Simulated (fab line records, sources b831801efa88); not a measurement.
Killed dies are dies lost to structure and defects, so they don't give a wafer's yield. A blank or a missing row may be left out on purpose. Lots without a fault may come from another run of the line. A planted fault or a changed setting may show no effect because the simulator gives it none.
Which tool did it? | flow sky130 | 12 lots, 36 wafers sampled, at 5 steps of a route of 708

WHAT THE GAUGES READ, wafer by wafer
SKY_VT_ADJUST_HVTR_OVL_MEAS_08.
lot  | measured     | on         | VT_ADJUST_HVTR_OVL (nm)
L699 | day 9 10:50  | overlay-01 | -0.9 -0.5 -0.5
L701 | day 10 10:06 | overlay-01 | 0.2 0.0 -1.1
L706 | day 11 16:02 | overlay-01 | 0.5 1.1 -0.7
L708 | day 12 07:35 | overlay-02 | 0.9 1.5 1.0
L709 | day 12 14:49 | overlay-02 | 1.9 3.6 4.2
L713 | day 13 22:55 | overlay-02 | -0.8 2.7 0.7
L714 | day 14 16:21 | overlay-01 | 1.6 0.0 3.1
L717 | day 15 03:53 | overlay-02 | 0.4 1.9 1.0
L720 | day 15 15:47 | overlay-02 | 1.2 -0.8 -0.7
L719 | day 15 18:32 | overlay-02 | 0.7 0.6 0.6
L721 | day 16 00:43 | overlay-02 | -0.1 0.4 1.6
L722 | day 16 12:05 | overlay-01 | 0.6 -0.6 -0.6

SKY_VT_ADJUST_HVTR_TW_MEAS_11.
lot  | measured     | on            | VT_ADJUST_HVTR_TW
L699 | day 9 11:08  | film_metro-01 | 214.2 215.1 213.4
L701 | day 10 10:23 | film_metro-02 | 209.1 211.5 210.7
L706 | day 11 16:19 | film_metro-02 | 221.6 220.0 221.4
L708 | day 12 07:53 | film_metro-02 | 218.9 221.4 220.9
L709 | day 12 15:07 | film_metro-02 | 221.8 222.3 220.9
L713 | day 13 23:12 | film_metro-01 | 213.9 214.7 212.8
L714 | day 14 16:39 | film_metro-03 | 211.4 211.1 211.4
L717 | day 15 04:11 | film_metro-03 | 208.1 209.4 210.4
L720 | day 15 16:05 | film_metro-03 | 209.6 208.7 209.8
L719 | day 15 18:49 | film_metro-01 | 212.8 213.6 213.0
L721 | day 16 01:01 | film_metro-03 | 210.9 212.0 212.1
L722 | day 16 12:23 | film_metro-03 | 211.5 211.6 211.1

SKY_SONOS_ONO_THK_MEAS_01.
lot  | measured     | on            | SONOS_ONO_OXIDATION_THK (nm)
L699 | day 11 10:00 | film_metro-04 | 2.64 2.66 2.64
L701 | day 12 13:07 | film_metro-04 | 2.53 2.55 2.56
L706 | day 13 21:31 | film_metro-02 | 2.54 2.57 2.50
L708 | day 14 14:58 | film_metro-04 | 2.57 2.59 2.58
L709 | day 14 23:17 | film_metro-03 | 2.58 2.58 2.56
L713 | day 16 06:04 | film_metro-03 | 2.71 2.73 2.72
L714 | day 17 00:55 | film_metro-02 | 2.58 2.53 2.58
L717 | day 17 14:28 | film_metro-03 | 2.61 2.64 2.63
L720 | day 18 02:31 | film_metro-02 | 2.59 2.67 2.61
L719 | day 18 06:37 | film_metro-02 | 2.64 2.63 2.68
L721 | day 18 12:46 | film_metro-04 | 2.60 2.60 2.65
L722 | day 19 02:31 | film_metro-03 | 2.64 2.67 2.66

WHICH TOOL RAN EACH LOT (tool, then ch and the chambers of the sampled wafers, then the start)
lot  | SKY_VT_ADJUST_LVTN_STRIP_20          | SKY_VT_ADJUST_HVTR_IMPLANT_09
L699 | plasma_asher-01 ch 0,1, day 7 17:40  | implanter-02 ch 0, day 9 10:53
L701 | plasma_asher-01 ch 0,1, day 8 14:55  | implanter-03 ch 0, day 10 10:09
L706 | plasma_asher-03 ch 0,1, day 9 18:09  | implanter-03 ch 0, day 11 16:04
L708 | plasma_asher-04 ch 0,1, day 10 08:42 | implanter-03 ch 0, day 12 07:40
L709 | plasma_asher-03 ch 0,1, day 10 15:21 | implanter-03 ch 0, day 12 14:53
L713 | plasma_asher-03 ch 0,1, day 11 20:45 | implanter-04 ch 0, day 13 22:58
L714 | plasma_asher-04 ch 0,1, day 12 13:02 | implanter-04 ch 0, day 14 16:26
L717 | plasma_asher-01 ch 0,1, day 12 23:36 | implanter-03 ch 0, day 15 03:56
L720 | plasma_asher-01 ch 0,1, day 13 10:57 | implanter-02 ch 0, day 15 15:50
L719 | plasma_asher-04 ch 0,1, day 13 13:39 | implanter-03 ch 0, day 15 18:34
L721 | plasma_asher-03 ch 0,1, day 13 20:24 | implanter-02 ch 0, day 16 00:47
L722 | plasma_asher-01 ch 0,1, day 14 06:15 | implanter-04 ch 0, day 16 12:08
- SKY_VT_ADJUST_LVTN_STRIP_20: strips in O2/N2.
- SKY_VT_ADJUST_HVTR_IMPLANT_09

WHAT THE TOOLS THEMSELVES READ (means of the sampled wafers that have a number; where no wafer has one, the mark that the record gives instead)
SKY_VT_ADJUST_LVTN_STRIP_20.
lot  | tool            | drypump_motor_current_A (A) | oes_product_au (a.u.) | strip_time_to_endpoint_s (s)
L699 | plasma_asher-01 | 5.49                        | 0.717                 | 14.17
L701 | plasma_asher-01 | 5.49                        | 0.716                 | 14.27
L706 | plasma_asher-03 | 5.43                        | 0.713                 | 14.21
L708 | plasma_asher-04 | 5.86                        | 0.712                 | 14.19
L709 | plasma_asher-03 | 5.44                        | 0.715                 | 14.14
L713 | plasma_asher-03 | 5.42                        | 0.719                 | 14.19
L714 | plasma_asher-04 | 5.76                        | 0.715                 | 14.23
L717 | plasma_asher-01 | 5.49                        | 0.718                 | 14.21
L720 | plasma_asher-01 | 5.54                        | 0.716                 | 14.16
L719 | plasma_asher-04 | 5.76                        | 0.713                 | 14.21
L721 | plasma_asher-03 | 5.59                        | 0.717                 | 14.16
L722 | plasma_asher-01 | 5.50                        | 0.717                 | 14.17

SKY_VT_ADJUST_HVTR_IMPLANT_09.
lot  | tool         | beam_on_s (s) | end_station_pressure_torr (Torr) | faraday_current_uA
L699 | implanter-02 | 10.03         | 5.05e-06                         | 11.79
L701 | implanter-03 | 9.92          | 5.09e-06                         | 11.92
L706 | implanter-03 | 12.21         | 9.49e-05                         | 9.79
L708 | implanter-03 | 12.10         | 1.00e-04                         | 9.90
L709 | implanter-03 | 12.12         | 9.74e-05                         | 9.87
L713 | implanter-04 | 9.90          | 4.84e-06                         | 11.93
L714 | implanter-04 | 10.02         | 4.91e-06                         | 11.81
L717 | implanter-03 | 9.96          | 4.82e-06                         | 11.90
L720 | implanter-02 | 10.12         | 5.10e-06                         | 11.70
L719 | implanter-03 | 10.07         | 5.04e-06                         | 11.76
L721 | implanter-02 | 10.05         | 5.12e-06                         | 11.81
L722 | implanter-04 | 9.91          | 5.05e-06                         | 11.99

THE ANSWER, worked out from the rows above alone
Rule: what is usual is taken from the lots themselves. Put in order of their means at a reading, lots are off if they are a third of the lots or fewer, leave a main group of 4 or more, and stand apart from it by a gap of 3 or more times the standard deviation of the main group's means; of several such gaps the widest counts. A main group whose means are all the same, to the digits that the tables above print for the reading, isn't used. A lot without any number at a reading at which 4 lots or more have one is off too. The other lots that the step has rows for count as sound. The gauges are gone through in route order, then the tools' own readings, and for those a lot's mean is taken as printed above. The first step at which some lot is off is used, and at that step the reading that is off furthest; a lot without a number counts as furthest.
Off: L706, L708, L709, at SKY_VT_ADJUST_HVTR_TW_MEAS_11 (VT_ADJUST_HVTR_TW). The main group: mean 211.6, standard deviation 1.7.
A tool fits if, at a process step before that reading, it ran every lot that is off, and no sound lot after the first of them. The gauges at SKY_VT_ADJUST_HVTR_TW_MEAS_11 aren't tried: what is off there is off at SKY_VT_ADJUST_HVTR_IMPLANT_09 too, on other tools, and a gauge's error can't cause that. None of those tried fits.

WHAT THE SIMULATOR HAD PUT IN
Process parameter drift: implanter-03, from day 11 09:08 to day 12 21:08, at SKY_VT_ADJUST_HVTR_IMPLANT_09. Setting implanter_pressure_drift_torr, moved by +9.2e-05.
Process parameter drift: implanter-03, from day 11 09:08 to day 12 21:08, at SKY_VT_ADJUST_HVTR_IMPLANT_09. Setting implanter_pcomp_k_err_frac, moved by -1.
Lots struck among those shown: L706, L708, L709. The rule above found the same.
